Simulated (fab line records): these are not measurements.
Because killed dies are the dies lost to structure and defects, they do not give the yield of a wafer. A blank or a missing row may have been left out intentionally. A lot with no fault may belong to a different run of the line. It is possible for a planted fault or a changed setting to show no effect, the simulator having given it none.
Which tool did it?    flow sky130    36 wafers from 13 lots sampled at 5 of the route's 708 steps

WHAT THE GAUGES READ, wafer by wafer
SKY_DNWELL_TW_MEAS_09.
lot   measured     on             DNWELL_TW
L473  day 3 06:59  film metro-03  1104 1105 1109
L481  day 4 22:32  film metro-03  1100 1099
L482  day 5 04:16  film metro-01  1091 1092
L484  day 5 15:22  film metro-02  1126 1127
L486  day 6 01:00  film metro-01  1093 1090 1091
L487  day 8 17:08  film metro-03  1108 1109 1110
L488  day 9 01:39  film metro-02  1135 1131 1135
L492  day 9 03:42  film metro-01  1098 1089 1097
L490  day 9 04:13  film metro-01  1091 1091 1091
L493  day 9 05:15  film metro-01  1100 1106 1098
L494  day 9 05:38  film metro-02  1142 1138 1136
L496  day 9 07:30  film metro-01  1098 1097 1092
L495  day 9 08:12  film metro-01  1096 1099 1103

SKY_PWDE_TW_MEAS_10.
lot   measured      on             PWDE_TW
L473  day 3 22:35   film metro-03  372 372 372
L481  day 5 16:36   film metro-03  372 371
L482  day 5 20:44   film metro-01  368 368
L484  day 6 02:59   film metro-02  375 377
L486  day 6 08:27   film metro-02  377 376 376
L487  day 9 15:10   film metro-02  381 383 381
L488  day 9 23:00   film metro-01  367 366 368
L492  day 10 02:16  film metro-02  378 378 379
L490  day 10 02:34  film metro-02  379 379 377
L493  day 10 03:31  film metro-01  369 368 369
L494  day 10 04:01  film metro-01  368 366 368
L496  day 10 06:04  film metro-03  370 368 370
L495  day 10 06:46  film metro-03  369 368 369

SKY_VT_ADJUST_LVTN_OVL_MEAS_07.
lot   measured      on          VT_ADJUST_LVTN_OVL (nm)
L473  day 8 01:37   overlay-01  0.8 0.9 -0.7
L481  day 8 13:00   overlay-01  0.7 -
L482  day 8 14:19   overlay-01  - -1.5
L484  day 8 15:16   overlay-02  - -2.8
L486  day 8 16:40   overlay-01  -2.8 -1.0 -0.7
L487  day 13 16:39  overlay-02  0.6 0.9 -0.4
L488  day 14 00:49  overlay-02  -2.4 -2.8 -2.4
L492  day 14 04:06  overlay-02  -3.0 -3.3 -3.0
L490  day 14 05:07  overlay-01  0.2 1.4 0.5
L493  day 14 06:28  overlay-02  -1.7 0.9 -0.7
L494  day 14 08:04  overlay-02  -0.9 -2.3 -1.6
L496  day 14 09:38  overlay-02  -2.7 -1.8 -1.2
L495  day 14 11:17  overlay-01  -0.1 -0.9 -1.5

SKY_VT_ADJUST_LVTN_TW_MEAS_10.
lot   measured      on             VT_ADJUST_LVTN_TW
L473  day 8 01:55   film metro-01  236.7 236.1 236.2
L481  day 8 13:17   film metro-04  238.3 29.6
L482  day 8 14:37   film metro-03  29.8 239.5
L484  day 8 15:33   film metro-03  29.9 239.8
L486  day 8 16:57   film metro-01  236.5 236.2 236.0
L487  day 13 16:56  film metro-03  238.1 238.9 238.3
L488  day 14 01:06  film metro-01  236.7 236.0 236.0
L492  day 14 04:23  film metro-03  238.4 237.1 238.5
L490  day 14 05:24  film metro-04  242.6 240.9 240.1
L493  day 14 06:46  film metro-01  236.8 237.0 236.7
L494  day 14 08:22  film metro-04  240.8 242.0 240.4
L496  day 14 09:56  film metro-03  238.9 238.9 238.9
L495  day 14 11:35  film metro-03  238.7 239.7 239.4

EACH LOT AND THE TOOL THAT RAN IT (in order: tool; ch and the chambers of the sampled wafers; start)
lot   SKY_VT_ADJUST_LVTN_DEVELOP_06
L473  litho track-03 ch 0, day 8 01:00
L481  litho track-02 ch 0, day 8 12:00
L482  litho track-02 ch 0, day 8 14:00
L484  litho track-02 ch 0, day 8 15:00
L486  litho track-01 ch 0, day 8 16:00
L487  litho track-02 ch 0, day 13 16:00
L488  litho track-01 ch 0, day 14 00:00
L492  litho track-02 ch 0, day 14 03:00
L490  litho track-01 ch 0, day 14 04:00
L493  litho track-03 ch 0, day 14 06:00
L494  litho track-02 ch 0, day 14 07:00
L496  litho track-02 ch 0, day 14 09:00
L495  litho track-02 ch 0, day 14 11:00
- SKY_VT_ADJUST_LVTN_DEVELOP_06: develop time 60 s.

AS READ BY THE TOOLS THEMSELVES (means over the sampled wafers that have a number; for cases with no such wafer, the mark the record gives instead)
SKY_VT_ADJUST_LVTN_DEVELOP_06.
lot   tool            developer temp C (C)
L473  litho track-03  22.96
L481  litho track-02  23.07
L482  litho track-02  22.93
L484  litho track-02  23.07
L486  litho track-01  22.88
L487  litho track-02  23.09
L488  litho track-01  22.99
L492  litho track-02  22.90
L490  litho track-01  23.10
L493  litho track-03  22.95
L494  litho track-02  22.93
L496  litho track-02  23.03
L495  litho track-02  23.10

THE ANSWER, worked out from the rows above alone
Rule: the lots themselves supply what counts as usual. Put in order of their means at a reading, lots are off if they are a third of the lots or fewer, leave a main group of 4 or more, and stand apart from it by a gap of 3 or more times the standard deviation of the main group's means; of several such gaps the widest counts. If all means in a main group match to the digits the tables above print for the reading, that group is not used. A lot without any number at a reading at which 4 lots or more have one is off too. Where the step has rows for the other lots, those lots are counted as sound. After the gauges, taken in route order, come the tools' own readings; for these a lot's mean is taken, as printed above. At the first step where some lot is off, the reading lying furthest off is the one used; lots without a number count as furthest.
Off: L481, L482, L484, at SKY_VT_ADJUST_LVTN_TW_MEAS_10 (VT_ADJUST_LVTN_TW). Mean 238.2 and standard deviation 1.8 in the main group.
A tool fits if, at a process step before that reading, it ran every lot that is off, and no sound lot after the first of them. Gauges at SKY_VT_ADJUST_LVTN_TW_MEAS_10: tried the same way as those tools. Not one of the candidates tried fits.

WHAT WAS PUT IN BY THE SIMULATOR
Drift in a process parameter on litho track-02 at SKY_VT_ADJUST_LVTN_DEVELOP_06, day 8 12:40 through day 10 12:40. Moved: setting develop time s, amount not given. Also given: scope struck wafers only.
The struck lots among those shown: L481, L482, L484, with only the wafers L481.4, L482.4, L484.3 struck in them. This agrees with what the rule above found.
